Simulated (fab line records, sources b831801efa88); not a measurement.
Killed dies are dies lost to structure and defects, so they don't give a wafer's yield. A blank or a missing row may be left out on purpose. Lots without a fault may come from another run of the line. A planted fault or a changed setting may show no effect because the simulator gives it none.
fab line records | flow sky130
record lots=24 wafers=72 last_day=50
route steps=708 shown FIELD_ISO@1 NWELL@67 CONTACT@422 METAL1@450 VIA2@509 METAL5@661
lots that met no fault: from a run of the same line without faults
start_h: hours from the record's first day to the start of the lot's first wafer shown | wait_h: hours since the lot's step before | " the same as in the row above | L1.1+2: a row that stands for several wafers | - no value, or no start given | * or withheld: withheld | < > ~ a bound
route shown NAME@n: a module of which the file shows steps, and the number in the route of the first | usual: mean/standard deviation of fault-free wafers | same: alike in all rows | chamber/n: place in a boat | sites: the reading at each site | _std_site: their standard deviation | _edge_site: outer sites' mean less inner sites' | radius_mm: how far each site lies from the wafer's centre | mask NAME#n: copy n | behind: the tool/chamber that last shaped the wafer | hold: why the lot was held/for how many hours/how that ended | device: the transistor (n, p or np) that didn't switch | end of line: the same wafers' tests at the end of the route | a step without rows: its recipe alone | killed: dies lost to structure and defects at the first sort, not the wafer's yield | map: a wafer's dies, x killed, . not, _ none there
set.NAME: the setting as run; set.NAME@STEP: as run at that earlier step | model.NAME: the simulator's own value behind a step, which no gauge read
steps of the route over a sample of lots; a table a step, a row a wafer
services: from which hour (start_h, from the record's first day; less than 0 if before it) a tool's chamber was out of use, for how many hours, and why
## steps
# step SKY_FIELD_ISO_BOW_MEAS_00
# recipe mode=bow
# usual INCOMING_BOW=0/6.1
# columns lot.wafer tool chamber start_h wait_h INCOMING_BOW[um]
L074.1 film_metro-03 - 10.00 - -3
L074.4 " - " " 7
L074.6 " - " " 0
L075.4 film_metro-01 - 15.06 - 13
L075.5 " - " " 4
L075.6 " - " " 3
L076.1 film_metro-04 - 20.00 - 11
L076.4 " - " " 4
L076.6 " - " " 1
L077.2 film_metro-01 - 25.02 - -3
L077.3 " - " " 17
L077.5 " - " " -4
L078.2 film_metro-01 - 30.02 - 1
L078.5 " - " " -5
L078.6 " - " " 1
L079.4 film_metro-03 - 35.06 - 1
L079.5 " - " " -6
L079.6 " - " " 0
L080.1 film_metro-04 - 40.00 - 1
L080.4 " - " " 3
L080.5 " - " " 0
L081.1 film_metro-03 - 45.00 - -3
L081.2 " - " " 0
L081.6 " - " " -4
L082.1 film_metro-04 - 50.00 - -3
L082.2 " - " " 0
L082.4 " - " " -1
L083.2 film_metro-03 - 55.02 - 2
L083.3 " - " " -12
L083.6 " - " " -10
L084.2 film_metro-01 - 60.02 - 2
L084.3 " - " " -7
L084.4 " - " " 3
L085.1 film_metro-03 - 65.00 - -6
L085.4 " - " " -11
L085.5 " - " " 6
L086.1 film_metro-03 - 70.00 - -3
L086.4 " - " " 1
L086.5 " - " " -2
L087.1 film_metro-03 - 75.00 - -4
L087.2 " - " " 0
L087.5 " - " " 9
L088.2 film_metro-04 - 80.02 - -11
L088.3 " - " " -2
L088.6 " - " " 0
L089.1 film_metro-04 - 85.00 - 13
L089.2 " - " " 4
L089.5 " - " " -6
L090.2 film_metro-04 - 90.02 - -7
L090.4 " - " " 2
L090.6 " - " " -3
L091.1 film_metro-01 - 95.00 - 2
L091.3 " - " " -4
L091.5 " - " " 1
L092.2 film_metro-04 - 100.02 - -1
L092.4 " - " " 6
L092.5 " - " " -2
L093.1 film_metro-03 - 105.00 - 1
L093.4 " - " " 8
L093.5 " - " " -7
L094.1 film_metro-01 - 110.00 - 8
L094.4 " - " " 5
L094.5 " - " " 4
L095.1 film_metro-01 - 115.00 - 1
L095.2 " - " " 8
L095.4 " - " " 2
L096.1 film_metro-01 - 120.00 - 2
L096.2 " - " " 7
L096.5 " - " " -1
L097.2 film_metro-01 - 125.02 - 0
L097.4 " - " " -8
L097.5 " - " " -2
# step SKY_NWELL_STRIP_14
# recipe chemistry=O2/N2 power_w=1400 pressure_mtorr=1500 platen_temp_c=withheld o2_flow_sccm=3000 n2_flow_sccm=300 overash_fraction=0.5
# usual drypump_motor_current_A=5.7/0.42 oes_product_au=0.722/0.0045 strip_time_to_endpoint_s=37.60/0.079
# columns lot.wafer tool chamber start_h wait_h drypump_motor_current_A oes_product_au rf_hours_counter_h strip_time_to_endpoint_s
L074.1 plasma_asher-02 1 88.65 0.1 6.2 0.727 40 37.70
L074.4 " 1 " " 6.2 0.720 - 37.62
L074.6 " 0 " " 5.7 0.721 - 37.67
L075.4 plasma_asher-01 1 92.82 0.1 5.2 0.720 - 37.64
L075.5 " 0 " " 6.3 0.725 - 37.83
L075.6 " 1 " " 5.2 0.715 - 37.73
L076.1 plasma_asher-01 1 98.34 0.1 5.2 0.726 41 37.56
L076.4 " 0 " " 6.3 0.725 - 37.58
L076.6 " 0 " " 6.3 0.721 - 37.53
L077.2 plasma_asher-04 0 104.48 0.1 5.3 0.724 28 37.53
L077.3 " 1 " " 5.7 0.725 - 37.59
L077.5 " 1 " " 5.7 0.718 - 37.54
L078.2 plasma_asher-04 1 110.82 0.1 5.7 0.714 29 37.66
L078.5 " 0 " " 5.3 0.717 - 37.70
L078.6 " 1 " " 5.7 0.730 - 37.63
L079.4 plasma_asher-01 1 117.37 0.1 5.1 0.729 - 37.60
L079.5 " 1 " " 5.2 0.719 - 37.62
L079.6 " 0 " " 6.3 0.719 - 37.56
L080.1 plasma_asher-01 1 121.73 0.1 5.2 0.720 44 37.69
L080.4 " 1 " " 5.2 0.726 - 37.59
L080.5 " 1 " " 5.2 0.731 - 37.71
L081.1 plasma_asher-01 1 127.79 0.1 5.2 0.726 44 37.53
L081.2 " 0 " " 6.3 0.722 44 37.55
L081.6 " 1 " " 5.2 0.720 - 37.65
L082.1 plasma_asher-04 0 134.74 0.1 5.3 0.727 31 37.56
L082.2 " 1 " " 5.7 0.722 31 37.59
L082.4 " 1 " " 5.7 0.726 - 37.53
L083.2 plasma_asher-02 1 138.10 0.1 6.3 0.727 2 37.57
L083.3 " 0 " " 5.7 0.722 - 37.56
L083.6 " 1 " " 6.2 0.724 - 37.57
L084.2 plasma_asher-04 0 144.35 0.1 5.3 0.721 32 37.74
L084.3 " 0 " " 5.3 0.723 - 37.64
L084.4 " 1 " " 5.7 0.721 - 37.78
L085.1 plasma_asher-04 1 150.64 0.1 5.7 0.716 33 37.54
L085.4 " 1 " " 5.7 0.728 - 37.55
L085.5 " 1 " " 5.7 0.726 - 37.53
L086.1 plasma_asher-01 1 156.04 0.1 5.2 0.726 46 37.51
L086.4 " 1 " " 5.1 0.717 - 37.55
L086.5 " 0 " " 6.3 0.724 - 37.51
L087.1 plasma_asher-02 1 160.19 0.1 6.2 0.728 4 37.54
L087.2 " 0 " " 5.7 0.722 4 37.63
L087.5 " 1 " " 6.2 0.730 - 37.58
L088.2 plasma_asher-04 0 167.53 0.1 5.3 0.717 35 37.54
L088.3 " 1 " " 5.7 0.730 - 37.51
L088.6 " 0 " " 5.3 0.725 - 37.52
L089.1 plasma_asher-04 1 174.95 0.1 5.7 0.721 36 37.70
L089.2 " 0 " " 5.3 0.721 36 37.61
L089.5 " 0 " " 5.3 0.724 - 37.64
L090.2 plasma_asher-01 0 186.30 0.1 6.3 0.727 49 37.63
L090.4 " 1 " " 5.2 0.714 - 37.66
L090.6 " 0 " " 6.3 0.726 - 37.74
L091.1 plasma_asher-04 1 191.38 0.1 5.7 0.716 37 37.43
L091.3 " 1 " " 5.7 0.729 - 37.42
L091.5 " 1 " " 5.7 0.723 - 37.50
L092.2 plasma_asher-04 1 194.13 0.1 5.7 0.722 38 37.53
L092.4 " 1 " " 5.7 0.727 - 37.50
L092.5 " 0 " " 5.3 0.724 - 37.62
L093.1 plasma_asher-02 1 203.10 0.1 6.2 0.731 8 37.65
L093.4 " 0 " " 5.7 0.716 - 37.61
L093.5 " 1 " " 6.2 0.718 - 37.64
L094.1 plasma_asher-02 0 204.73 0.1 5.7 0.726 9 37.55
L094.4 " 0 " " 5.7 0.723 - 37.50
L094.5 " 0 " " 5.7 0.716 - 37.43
L095.1 plasma_asher-04 1 211.75 0.1 5.7 0.717 39 37.63
L095.2 " 0 " " 5.3 0.727 39 37.63
L095.4 " 0 " " 5.3 0.717 - 37.59
L096.1 plasma_asher-01 0 216.95 0.1 6.3 0.722 52 37.55
L096.2 " 1 " " 5.1 0.716 52 37.62
L096.5 " 0 " " 6.3 0.719 - 37.55
L097.2 plasma_asher-01 1 221.70 0.1 5.2 0.720 53 37.49
L097.4 " 0 " " 6.3 0.720 - 37.53
L097.5 " 0 " " 6.3 0.725 - 37.59
# step SKY_CONTACT_ETCH_16
# recipe chemistry=N2/H2 target=BARC ion_energy_ev=200 source_w=500 bias_w=100 pressure_mtorr=30 n2_flow_sccm=100 h2_flow_sccm=200 stop_on=SiO2 time_s=45.9 target_depth_a=600
# usual drypump_motor_current_A=5.6/0.43 oes_product_au=0.855/0.0044 throttle_valve_pct=13.226/0.0094
# columns lot.wafer tool chamber start_h wait_h drypump_motor_current_A oes_product_au rf_hours_counter_h throttle_valve_pct
L074.1 rie_diel-02 2 743.58 0.0 5.9 0.858 16 13.220
L074.4 " 1 " " 6.2 0.858 - 13.235
L074.6 " 2 " " 5.9 0.859 - 13.235
L075.4 rie_diel-02 1 748.97 0.0 6.1 0.853 - 13.214
L075.5 " 2 " " 5.9 0.855 - 13.219
L075.6 " 0 " " 5.6 0.859 - 13.219
L076.1 rie_diel-03 1 753.87 0.0 5.2 0.854 5 13.228
L076.4 " 2 " " 5.7 0.857 4 13.233
L076.6 " 1 " " 5.2 0.858 - 13.227
L077.2 rie_diel-02 0 764.17 0.0 5.6 0.861 2 13.225
L077.3 " 3 " " 6.5 0.852 34 13.220
L077.5 " 0 " " 5.6 0.854 - 13.228
L079.4 rie_diel-02 3 785.32 0.0 6.4 0.858 - 13.221
L079.5 " 0 " " 5.6 0.859 - 13.217
L079.6 " 2 " " 5.9 0.855 - 13.221
L080.1 rie_diel-03 0 785.68 0.0 5.6 0.858 5 13.232
L080.4 " 1 " " 5.2 0.856 5 13.226
L080.5 " 1 " " 5.2 0.857 - 13.224
L078.2 rie_diel-02 2 786.62 0.0 5.9 0.858 18 13.225
L078.5 " 0 " " 5.6 0.856 - 13.215
L078.6 " 3 " " 6.4 0.859 - 13.226
L081.1 rie_diel-01 1 805.38 0.0 6.1 0.856 5 13.221
L081.2 " 2 " " 5.1 0.860 29 13.243
L081.6 " 3 " " 5.3 0.857 - 13.229
L082.1 rie_diel-02 0 817.58 0.0 5.6 0.853 4 13.224
L082.2 " 2 " " 5.9 0.849 19 13.237
L082.4 " 2 " " 6.0 0.855 - 13.234
L083.2 rie_diel-01 2 818.22 0.0 5.1 0.862 29 13.222
L083.3 " 3 " " 5.3 0.850 36 13.220
L083.6 " 0 " " 5.0 0.852 - 13.225
L084.2 rie_diel-01 2 822.10 0.0 5.2 0.847 29 13.221
L084.3 " 1 " " 6.1 0.844 6 13.228
L084.4 " 0 " " 5.0 0.863 - 13.232
L085.1 rie_diel-02 0 827.47 0.0 5.6 0.856 4 13.216
L085.4 " 3 " " 6.4 0.859 - 13.214
L085.5 " 2 " " 5.9 0.859 - 13.231
L086.1 rie_diel-01 2 835.00 0.0 5.2 0.847 30 13.220
L086.4 " 0 " " 5.0 0.857 - 13.212
L086.5 " 2 " " 5.2 0.855 - 13.219
L087.1 rie_diel-02 1 841.88 0.0 6.1 0.865 0 13.237
L087.2 " 2 " " 5.9 0.848 20 13.223
L087.5 " 0 " " 5.7 0.857 - 13.227
L088.2 rie_diel-03 1 853.75 0.0 5.2 0.856 8 13.230
L088.3 " 2 " " 5.8 0.865 8 13.228
L088.6 " 2 " " 5.8 0.851 - 13.229
L089.1 rie_diel-03 2 858.12 0.0 5.8 0.857 8 13.224
L089.2 " 0 " " 5.6 0.856 7 13.229
L089.5 " 1 " " 5.2 0.854 - 13.222
L090.2 rie_diel-03 2 875.32 0.0 5.8 0.858 8 13.221
L090.4 " 1 " " 5.2 0.858 8 13.226
L090.6 " 3 " " 5.6 0.861 - 13.223
L092.2 rie_diel-02 0 879.97 0.0 5.6 0.864 6 13.232
L092.4 " 2 " " 5.9 0.850 21 13.215
L092.5 " 3 " " 6.5 0.856 - 13.226
L091.1 rie_diel-01 0 881.30 0.0 4.9 0.859 19 13.220
L091.3 " 3 " " 5.3 0.859 1 13.241
L091.5 " 0 " " 4.9 0.864 - 13.224
L093.1 rie_diel-01 2 887.90 0.0 5.1 0.847 0 13.244
L093.4 " 0 " " 4.9 0.853 - 13.230
L093.5 " 3 " " 5.3 0.844 - 13.225
L094.1 rie_diel-01 2 891.33 0.0 5.2 0.851 0 13.220
L094.4 " 2 " " 5.2 0.860 - 13.232
L094.5 " 3 " " 5.3 0.859 - 13.226
L095.1 rie_diel-01 1 898.42 0.0 6.1 0.857 8 13.244
L095.2 " 0 " " 5.0 0.861 20 13.227
L095.4 " 2 " " 5.2 0.852 1 13.225
L096.1 rie_diel-03 0 908.67 0.0 5.7 0.861 9 13.233
L096.2 " 2 " " 5.8 0.854 9 13.222
L096.5 " 1 " " 5.2 0.854 - 13.226
L097.2 rie_diel-03 1 912.13 0.0 5.2 0.859 10 13.229
L097.4 " 0 " " 5.6 0.854 9 13.244
L097.5 " 3 " " 5.6 0.857 - 13.212
# step SKY_METAL1_OVL_MEAS_16
# usual METAL1_OVL=-3/6
# columns lot.wafer tool chamber start_h wait_h METAL1_OVL[nm]
L074.1 overlay-01 - 772.06 0.1 1
L074.4 " - " " 1
L074.6 " - " " 2
L075.4 overlay-02 - 778.13 0.1 -11
L075.5 " - " " 2
L075.6 " - " " -11
L076.1 overlay-02 - 783.20 0.1 -3
L076.4 " - " " -3
L076.6 " - " " -3
L077.2 overlay-02 - 793.15 0.1 0
L077.3 " - " " -10
L077.5 " - " " -3
L079.4 overlay-01 - 814.17 0.1 3
L079.5 " - " " -7
L079.6 " - " " 3
L080.1 overlay-01 - 814.80 0.1 -6
L080.4 " - " " -5
L080.5 " - " " -3
L078.2 overlay-01 - 815.80 0.1 -3
L078.5 " - " " -7
L078.6 " - " " -5
L081.1 overlay-01 - 833.65 0.1 1
L081.2 " - " " 7
L081.6 " - " " 6
L082.1 overlay-02 - 845.57 0.1 -9
L082.2 " - " " -7
L082.4 " - " " 4
L083.2 overlay-01 - 845.92 0.1 -5
L083.3 " - " " -4
L083.6 " - " " 0
L084.2 overlay-01 - 850.33 0.1 -4
L084.3 " - " " -3
L084.4 " - " " -7
L085.1 overlay-02 - 855.51 0.1 -1
L085.4 " - " " -17
L085.5 " - " " 0
L086.1 overlay-01 - 863.42 0.1 -2
L086.4 " - " " -6
L086.5 " - " " -5
L087.1 overlay-02 - 868.70 0.1 -4
L087.2 " - " " -9
L087.5 " - " " 1
L088.2 overlay-01 - 881.10 0.1 -5
L088.3 " - " " -4
L088.6 " - " " -6
L089.1 overlay-02 - 885.57 0.1 -2
L089.2 " - " " 0
L089.5 " - " " 2
L090.2 overlay-01 - 903.07 0.1 8
L090.4 " - " " 7
L090.6 " - " " 2
L092.2 overlay-02 - 907.60 0.1 -16
L092.4 " - " " -4
L092.5 " - " " -3
L091.1 overlay-02 - 909.35 0.1 -1
L091.3 " - " " -3
L091.5 " - " " -7
L093.1 overlay-01 - 914.87 0.1 -8
L093.4 " - " " -3
L093.5 " - " " -10
L094.1 overlay-02 - 918.82 0.1 -7
L094.4 " - " " -3
L094.5 " - " " -8
L095.1 overlay-01 - 924.67 0.1 -15
L095.2 " - " " -17
L095.4 " - " " -16
L096.1 overlay-01 - 934.49 0.1 -5
L096.2 " - " " 8
L096.5 " - " " -5
L097.2 overlay-02 - 940.63 0.1 -8
L097.4 " - " " -10
L097.5 " - " " -2
# step SKY_VIA2_CMP_02
# recipe material=SiO2 down_force_psi=4 platen_rpm=60 pad_velocity_m_s=0.94248
# usual motor_current_A=12.8/1.1
# columns lot.wafer tool chamber start_h wait_h motor_current_A
L074.4 cmp-01 0 829.18 0.1 13.4
L074.1 " 2 " " 12.7
L074.6 " 3 " " 12.1
L075.4 cmp-01 0 836.19 0.2 13.5
L075.5 " 1 " " 15.0
L075.6 " 2 " " 11.9
L076.4 cmp-02 2 840.47 0.1 10.8
L076.1 " 3 " " 14.2
L076.6 " 1 " " 10.9
L077.3 cmp-02 2 850.93 0.3 11.7
L077.2 " 1 " " 11.2
L077.5 " 2 " " 11.5
L079.4 cmp-02 3 870.90 0.0 14.0
L079.5 " 3 " " 13.3
L079.6 " 0 " " 13.2
L080.1 cmp-01 3 872.57 0.1 12.5
L080.4 " 0 " " 13.4
L080.5 " 3 " " 12.2
L078.2 cmp-02 1 873.47 0.1 11.0
L078.6 " 3 " " 14.4
L078.5 " 0 " " 13.1
L081.2 cmp-02 0 891.08 0.0 13.0
L081.1 " 1 " " 11.1
L081.6 " 0 " " 12.5
L082.1 cmp-01 3 902.08 0.1 12.5
L082.2 " 0 " " 12.6
L082.4 " 1 " " 14.4
L083.3 cmp-01 2 902.85 0.0 12.8
L083.2 " 1 " " 14.8
L083.6 " 3 " " 12.3
L084.4 cmp-02 2 906.22 0.0 11.8
L084.3 " 3 " " 14.2
L084.2 " 0 " " 13.6
L085.1 cmp-01 2 911.05 0.1 12.7
L085.4 " 1 " " 13.8
L085.5 " 2 " " 12.7
L086.4 cmp-01 3 919.10 0.0 13.1
L086.1 " 2 " " 12.6
L086.5 " 0 " " 14.2
L087.2 cmp-01 3 924.58 0.1 12.8
L087.1 " 2 " " 12.8
L087.5 " 0 " " 13.5
L088.2 cmp-02 2 935.41 0.0 12.0
L088.3 " 1 " " 11.2
L088.6 " 2 " " 11.7
L089.1 cmp-01 0 942.21 0.5 13.8
L089.2 " 2 " " 12.3
L089.5 " 0 " " 13.6
L090.2 cmp-02 1 956.34 0.1 11.2
L090.4 " 3 " " 14.2
L090.6 " 1 " " 11.5
L092.4 cmp-01 3 959.97 0.0 12.3
L092.2 " 0 " " 13.4
L092.5 " 3 " " 12.3
L091.3 cmp-01 1 962.12 0.1 14.8
L091.1 " 2 " " 13.0
L091.5 " 3 " " 12.9
L093.1 cmp-01 0 969.12 0.1 12.5
L093.4 " 2 " " 12.7
L093.5 " 0 " " 13.8
L094.4 cmp-01 2 971.75 0.1 12.1
L094.1 " 3 " " 12.4
L094.5 " 0 " " 13.2
L095.4 cmp-01 2 978.30 0.2 12.2
L095.2 " 3 " " 12.4
L095.1 " 1 " " 14.0
L096.2 cmp-02 0 987.40 0.0 12.9
L096.1 " 1 " " 10.9
L096.5 " 0 " " 13.0
L097.4 cmp-01 2 992.98 0.1 12.1
L097.2 " 0 " " 13.0
L097.5 " 1 " " 14.6
# step SKY_METAL5_SPUTTER_00
# recipe material=Ti target_thk_nm=15 power_w=3000 time_s=10 chamber_pressure_pa=0.4
# usual throttle_valve_pct=30.0/1
# columns lot.wafer tool chamber start_h wait_h throttle_valve_pct
L074.1 pvd_sputter-03 - 1014.10 0.2 30.6
L074.4 " - " " 29.5
L074.6 " - " " 29.7
L075.4 pvd_sputter-03 - 1019.71 0.1 29.4
L075.5 " - " " 29.5
L075.6 " - " " 29.4
L076.1 pvd_sputter-03 - 1024.16 0.1 29.2
L076.4 " - " " 29.4
L076.6 " - " " 30.7
L077.2 pvd_sputter-03 - 1031.42 0.1 31.2
L077.3 " - " " 29.6
L077.5 " - " " 31.1
L079.4 pvd_sputter-04 - 1051.49 0.1 30.1
L079.5 " - " " 29.9
L079.6 " - " " 29.7
L080.1 pvd_sputter-03 - 1051.59 0.1 30.9
L080.4 " - " " 29.5
L080.5 " - " " 30.7
L078.2 pvd_sputter-04 - 1051.79 0.2 29.1
L078.5 " - " " 29.9
L078.6 " - " " 29.8
L081.1 pvd_sputter-02 - 1069.66 0.1 32.0
L081.2 " - " " 29.8
L081.6 " - " " 27.5
L082.1 pvd_sputter-03 - 1076.17 0.2 29.3
L082.2 " - " " 29.8
L082.4 " - " " 30.8
L083.2 pvd_sputter-04 - 1076.32 0.3 28.0
L083.3 " - " " 30.0
L083.6 " - " " 29.9
L084.2 pvd_sputter-02 - 1081.22 0.2 30.5
L084.3 " - " " 29.8
L084.4 " - " " 27.7
L085.1 pvd_sputter-03 - 1084.70 0.2 29.0
L085.4 " - " " 30.5
L085.5 " - " " 29.4
L086.1 pvd_sputter-04 - 1090.75 0.1 29.4
L086.4 " - " " 29.9
L086.5 " - " " 28.1
L087.1 pvd_sputter-04 - 1096.84 0.1 29.3
L087.2 " - " " 29.9
L087.5 " - " " 29.7
L088.2 pvd_sputter-03 - 1104.66 0.2 30.9
L088.3 " - " " 29.7
L088.6 " - " " 30.8
L089.1 pvd_sputter-03 - 1115.81 0.1 30.9
L089.2 " - " " 30.7
L089.5 " - " " 29.4
L090.2 pvd_sputter-03 - 1121.02 0.1 30.9
L090.4 " - " " 29.9
L090.6 " - " " 30.7
L092.2 pvd_sputter-02 - 1125.54 0.2 27.9
L092.4 " - " " 29.6
L092.5 " - " " 29.8
L091.1 pvd_sputter-03 - 1127.44 0.2 30.8
L091.3 " - " " 29.5
L091.5 " - " " 29.7
L093.1 pvd_sputter-02 - 1132.16 0.1 29.9
L093.4 " - " " 30.8
L093.5 " - " " 27.7
L094.1 pvd_sputter-03 - 1135.65 0.2 29.4
L094.4 " - " " 31.2
L094.5 " - " " 29.7
L095.1 pvd_sputter-02 - 1142.58 0.2 32.2
L095.2 " - " " 27.7
L095.4 " - " " 30.5
L096.1 pvd_sputter-02 - 1147.60 0.1 30.0
L096.2 " - " " 31.8
L096.5 " - " " 29.9
L097.2 pvd_sputter-02 - 1151.10 0.1 30.2
L097.4 " - " " 29.8
L097.5 " - " " 31.7
## services
# columns tool chamber start_h hours kind
cmp-01 - 118.27 0.8 repair
cmp-01 - 149.47 1.2 repair
cmp-01 - 193.51 0.5 repair
cmp-01 - 232.00 4.0 pm
cmp-01 - 245.13 1.8 repair
cmp-01 - 272.46 0.9 repair
cmp-01 - 286.57 3.1 repair
cmp-01 - 333.21 2.9 repair
cmp-01 - 354.04 23.2 repair
cmp-01 - 377.27 5.2 pm
cmp-01 - 572.00 4.0 pm
cmp-01 - 595.78 2.9 repair
cmp-01 - 612.59 0.4 repair
cmp-01 - 623.96 6.3 pm
cmp-01 - 656.83 0.6 repair
cmp-01 - 727.36 6.8 pm
cmp-01 - 746.53 2.2 repair
cmp-01 - 808.35 1.1 repair
cmp-01 - 838.99 16.3 pm
cmp-01 - 912.00 4.0 pm
cmp-01 - 916.02 2.4 repair
cmp-01 - 935.71 1.2 repair
cmp-01 - 981.61 0.7 repair
cmp-01 - 1007.19 1.0 repair
## key
fault none
